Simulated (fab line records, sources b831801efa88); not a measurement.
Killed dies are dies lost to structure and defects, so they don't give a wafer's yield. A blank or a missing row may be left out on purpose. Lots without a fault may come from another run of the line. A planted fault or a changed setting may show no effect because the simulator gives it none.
Which tool did it? | flow sky130 | 6 lots, 18 wafers sampled, at 2 steps of a route of 708

WHAT THE GAUGES READ, wafer by wafer
SKY_SONOS_TUNNEL_OVL_MEAS_08.
lot  | measured     | on         | SONOS_TUNNEL_OVL (nm)
L711 | day 12 00:34 | overlay-01 | -0.6 -0.5 -2.3
L715 | day 13 02:43 | overlay-02 | -0.5 -0.1 0.4
L717 | day 13 18:37 | overlay-02 | 0.7 -0.1 0.1
L719 | day 14 13:14 | overlay-02 | -2.1 0.3 -0.4
L722 | day 15 09:34 | overlay-01 | 1.1 3.3 2.4
L726 | day 17 00:19 | overlay-01 | 268.2 264.6 266.1 267.5 264.1 265.7

WHICH TOOL RAN EACH LOT (tool, then ch and the chambers of the sampled wafers, then the start)
lot  | SKY_SONOS_TUNNEL_EXPOSE_04
L711 | iline_stepper-02 ch 0, day 11 12:35
L715 | iline_stepper-01 ch 0, day 12 14:40
L717 | iline_stepper-02 ch 0, day 13 05:44
L719 | iline_stepper-02 ch 0, day 14 00:55
L722 | iline_stepper-01 ch 0, day 14 19:53
L726 | iline_stepper-01 ch 0, day 16 10:33
- SKY_SONOS_TUNNEL_EXPOSE_04: exposes mask TUNM, target cd 410 nm.

THE ANSWER, worked out from the rows above alone
Rule: what is usual is taken from the lots themselves. Put in order of their means at a reading, lots are off if they are a third of the lots or fewer, leave a main group of 4 or more, and stand apart from it by a gap of 3 or more times the standard deviation of the main group's means; of several such gaps the widest counts. A main group whose means are all the same, to the digits that the tables above print for the reading, isn't used. A lot without any number at a reading at which 4 lots or more have one is off too. The other lots that the step has rows for count as sound.
Off: L726, at SKY_SONOS_TUNNEL_OVL_MEAS_08 (SONOS_TUNNEL_OVL). The main group: mean 0.1 nm, standard deviation 1.2.
A tool fits if, at a process step before that reading, it ran every lot that is off, and no sound lot after the first of them. The gauges at SKY_SONOS_TUNNEL_OVL_MEAS_08 are tried like those tools. Can't be told from this: 2 tools fit, iline_stepper-01 at SKY_SONOS_TUNNEL_EXPOSE_04, overlay-01 at SKY_SONOS_TUNNEL_OVL_MEAS_08.

WHAT THE SIMULATOR HAD PUT IN
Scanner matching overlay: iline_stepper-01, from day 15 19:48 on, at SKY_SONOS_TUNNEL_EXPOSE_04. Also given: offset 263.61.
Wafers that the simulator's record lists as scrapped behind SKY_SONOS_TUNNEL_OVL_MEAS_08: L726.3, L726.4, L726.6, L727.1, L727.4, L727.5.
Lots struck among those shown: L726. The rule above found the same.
